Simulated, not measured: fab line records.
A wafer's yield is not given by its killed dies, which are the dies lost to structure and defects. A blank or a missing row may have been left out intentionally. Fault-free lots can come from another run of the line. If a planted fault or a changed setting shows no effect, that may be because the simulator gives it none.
Struck lot and sound lot, side by side || flow gf180mcu || 37 out of 602 route steps
Sound: the wafers L408.3, L408.4, L408.5. Struck: wafer L399.1 (left out: L399.2, L399.3 of the same lot, which were not struck); the cause appears at the end.
Order at every step that has rows: each side's tool, ch and its chambers, its first start. Under that, the readings that differ: sound wafers || struck wafers || difference of the means || sigmas: that difference in standard deviations of wafers without a fault.
alike: same words and numbers on both sides, and readings whose means sit less than 2 such deviations apart. not compared: any withheld reading, any reading some wafer has no value for, any bound like >300 that may hide the same value, and any number with overlapping values for which the record gives no deviation.
The two part at a step that has a row with sigmas, a row that says differs or no value, or rows on one side only. Non-overlapping numbers with no deviation appear without sigmas and do not part them. A reading missing from all wafers of one side parts the sides only when that side holds two or more wafers.

first, 2 steps without rows for these wafers: GF_M3_PEB_12 (peb time 90 s); GF_M3_DEVELOP_13 (develop time 60 s).
GF_M3_CD_MEAS_14 targets a cd of 280 nm.
  struck on cd sem-01, day 23 07:31; sound on cd sem-01, day 26 06:25
  alike: cd nm
GF_M3_OVL_MEAS_15:
  struck on overlay-01, day 23 07:38; sound on overlay-01, day 26 06:30
  alike: M3_OVL
GF_M3_METAL_ETCH_16: etches the open film in Cl2/BCl3, stops on SiO2, target depth 627.5 nm, time 104.6 s.
  sound on rie metal-03 ch 0,1, day 26 06:34; struck on rie metal-03 ch 0, day 23 07:40
{"reading": "rf hours counter h (h)", "sound": "- - -", "struck": 5.3, "difference": "no value on the sound wafers", "sigmas": ""}
  alike: chamber pressure mTorr, drypump motor current A, oes product au, throttle valve pct
then, 4 steps without rows for these wafers: GF_M3_STRIP_17 (strips in O2/N2); GF_M3_STRIP_18 (strips in post etch residue remover, time 1200 s); GF_M3_CLEAN_19 (cleans in DIW); GF_V3_CVD_00 (deposits SiO2, target thk 600 nm, time 100 s).
GF_V3_THK_MEAS_01:
  struck on film metro-04, day 23 08:23; sound on film metro-02, day 26 07:16
  alike: V3_CVD_00_THK
then, 1 step without rows for these wafers: GF_V3_CVD_02 (deposits SiO2 from TEOS, target thk 850 nm, time 94.851 s).
GF_V3_THK_MEAS_03:
  struck on film metro-01, day 23 08:31; sound on film metro-04, day 26 07:23
  alike: V3_CVD_02_THK
GF_V3_CMP_04: polishes SiO2.
  sound on cmp-02 ch 0,1,2, day 26 07:32; struck on cmp-02 ch 0, day 23 08:34
{"reading": "platen rpm (rpm)", "sound": "60.05 59.98 60.06", "struck": 59.94, "difference": -0.09, "sigmas": -2}
{"reading": "time to endpoint s (s)", "sound": "62 70 77", "struck": 100, "difference": "+30", "sigmas": "+5"}
{"reading": "model.SiO2_of_V3_CVD_02.thk nm (nm)", "sound": "631.1 629.3 631", "struck": 568.1, "difference": -62.4, "sigmas": ""}
  alike: edge zone pressure frac, motor current A
GF_V3_BOW_MEAS_05:
  struck on film metro-02, day 23 08:52; sound on film metro-02, day 26 07:46
  alike: V3_BOW
then, 8 steps without rows for these wafers: GF_V3_DEHYDRATE_06 (time 60 s); GF_V3_HMDS_07 (prime time 60 s); GF_V3_COAT_08; GF_V3_COAT_09 (resist thk 1000 nm); GF_V3_SOFTBAKE_10 (time 60 s); GF_V3_EXPOSE_11 (exposes mask Via3, target cd 260 nm); GF_V3_PEB_12 (peb time 90 s); GF_V3_DEVELOP_13 (develop time 60 s).
GF_V3_CD_MEAS_14 targets a cd of 260 nm.
  struck on cd sem-02, day 24 07:22; sound on cd sem-01, day 27 04:23
  alike: cd nm
GF_V3_OVL_MEAS_15:
  struck on overlay-02, day 24 07:29; sound on overlay-02, day 27 04:29
  alike: V3_OVL
then, 1 step without rows for these wafers: GF_V3_ETCH_16 (etches BARC in N2/H2).
GF_V3_ETCH_17: etches SiO2 in C4F8/O2/Ar, stops on TiN, target depth 635 nm.
  sound: rie diel-03 ch 1,2,3; struck: rie diel-04 ch 2
{"reading": "oes product au (a.u.)", "sound": "0.848 0.851 0.854", "struck": 0.805, "difference": -0.046, "sigmas": -12}
{"reading": "model.etch.depth nm (nm)", "sound": "631.1 629.3 631", "struck": 568.1, "difference": -62.4, "sigmas": ""}
{"reading": "model.V3.feature depth nm (nm)", "sound": "631.1 629.3 631", "struck": 568.1, "difference": -62.4, "sigmas": ""}
  alike: chamber pressure mTorr
GF_V3_STRIP_18: strips in O2/N2.
  sound on plasma asher-03 ch 0,1, day 27 04:40; struck on plasma asher-02 ch 1, day 24 07:39
{"reading": "rf hours counter h (h)", "sound": "- - -", "struck": 94, "difference": "no value on the sound wafers", "sigmas": ""}
  alike: chamber pressure mTorr, drypump motor current A, heater power w, o2 flow sccm, oes product au
then, 3 steps without rows for these wafers: GF_V3_STRIP_19 (strips in post etch residue remover, time 1200 s); GF_V3_CLEAN_20 (cleans in DIW); GF_V3_SPUTTER_21 (material Ti, target thk 15 nm, time 80.02 s).
GF_V3_SPUTTER_22: material TiN, target thk 10 nm, time 40 s.
  struck on pvd sputter-01, day 24 08:15; sound on pvd sputter-02, day 27 05:14
  alike: throttle valve pct
GF_V3_CVD_23: deposits W, target thk 350 nm, time 104.9 s.
  sound on cvd w-02 ch 0,1, day 27 05:19; struck on cvd w-01 ch 0, day 24 08:17
  alike: heater power outer w, heater power w
GF_V3_RS_MEAS_24: a four-point-probe measurement.
  struck on film metro-01, day 24 08:24; sound on film metro-04, day 27 05:26
  alike: V3_W_RS
GF_V3_THK_MEAS_25: measures by xrf.
  struck on film metro-01, day 24 08:31; sound on film metro-04, day 27 05:32
  alike: V3_W_THK
GF_V3_CMP_26: polishes, stops on SiO2, t overpolish 15 s, target thk 0 nm.
  sound on cmp-01 ch 2,3, day 27 05:34; struck on cmp-01 ch 3, day 24 08:35
{"reading": "model.SiO2_of_V3_CVD_02.thk nm (nm)", "sound": "627.3 625.5 627.2", "struck": 564.3, "difference": -62.4, "sigmas": ""}
  alike: edge zone pressure frac, motor current A, platen rpm
GF_M4_SPUTTER_00: material Ti, target thk 37.5 nm, time 150 s.
  struck on pvd sputter-03, day 24 08:53; sound on pvd sputter-02, day 27 05:52
  alike: throttle valve pct
GF_PASSIVATION_PROBE_99:
  the record has rows for the sound wafers here (prober-01, day 33 00:58) and none for the struck ones

WHERE THEY PART
At GF_M3_METAL_ETCH_16 first; at GF_PASSIVATION_PROBE_99 last (within this record only).

WHY: the cause the simulator had injected
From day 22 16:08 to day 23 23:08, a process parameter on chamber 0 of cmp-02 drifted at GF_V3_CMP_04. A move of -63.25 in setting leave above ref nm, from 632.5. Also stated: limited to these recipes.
